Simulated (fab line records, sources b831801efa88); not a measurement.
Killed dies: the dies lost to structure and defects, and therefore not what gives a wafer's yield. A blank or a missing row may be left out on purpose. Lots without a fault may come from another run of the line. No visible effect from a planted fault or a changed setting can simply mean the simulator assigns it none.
Problem report in the 8D (eight disciplines) form, filled by code    flow sfqLine    the parts of the form that need people (team, actions taken, sign-off) are left out

== 1. WHAT IS WRONG ==
SFQ_TRILAYER_I3_DEP_PECVD_081, runLengthS: mean 130.4 s over 1 wafer from 1 lot; wafers with no fault: 139.3 s, standard deviation 0.57. That is -16 standard deviations from the usual mean.
The step: deposits SiO2 from SiH4/N2O, time 111.11 s, target thk 500 nm.
First observed at day 40 10:59: wafer L531.5, on pecvd-04. At this step, 39 wafers from 13 lots have a number in the record. The rule behind "out" and "out of limits": a value lying over 4 standard deviations away from the usual mean. All remaining wafers that have a number are taken as sound.

== 2. WHAT IT IS; WHAT IT IS NOT ==
question                     is                 is not
which readings at this step  runLengthS         heaterPowerW, throttleValvePct
which lots                   L531               L523, L526, L532, L533, L534, L536, L537, L538, L539, L543, L544, L545
which wafers of those lots   L531.5             L531.1, L531.3
read on which tools          pecvd-04           pecvd-01, pecvd-02
when                         from day 40 10:59  up to then (8 sound wafers); but 30 sound wafers of L532, L533, L534, L536, L537, L538, L539, L543, L544, L545 came after

== 3. WHAT RULES OUT EACH SUSPECT ==
Counting: if a tool at a process step up to the reading ran every lot that is out, it stays a suspect. Sound lots after the first of them don't rule it out here, since some wafers of a struck lot are sound.
- pecvd-04 at SFQ_TRILAYER_I3_DEP_PECVD_081 (deposits SiO2 from SiH4/N2O, time 111.11 s, target thk 500 nm): kept. It ran the lot that is out, L531 (day 40 10:59). On those wafers its own readings are out: runLengthS.
- Within pecvd-04 at SFQ_TRILAYER_I3_DEP_PECVD_081: the wafers that are out ran in chamber 1; their sound lot-mates ran in chambers 0, 2.
The count leaves pecvd-04 at SFQ_TRILAYER_I3_DEP_PECVD_081.

== 4. THE CAUSE (what the simulator had put in) ==
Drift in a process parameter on pecvd-04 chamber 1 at SFQ_TRILAYER_I3_DEP_PECVD_081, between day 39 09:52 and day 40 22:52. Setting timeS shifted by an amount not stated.
Counting left only this tool.

== 5. THE EFFECT CHAIN, in route order ==
Each row: a reading where the mean over the struck wafers with a number is more than 3 standard deviations away from the usual. Readings are gone through only where the record gives a usual standard deviation; hours: the median, over the lots, of the time from a lot's start at the first step in this table giving one to that lot's start at this step; sigmas: the change measured in usual standard deviations.
hours  step                           reading     usual    on struck wafers  change  sigmas
0      SFQ_TRILAYER_I3_DEP_PECVD_081  runLengthS  139.3 s  130.4             -8.9    -16
Here are the process steps it includes:
- SFQ_TRILAYER_I3_DEP_PECVD_081: deposits SiO2 from SiH4/N2O, time 111.11 s, target thk 500 nm.

== 6. WHAT WOULD HAVE CAUGHT IT SOONER ==
First out-of-limits reading in this record: day 40 10:59, which is 25 hours after fault onset at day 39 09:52.
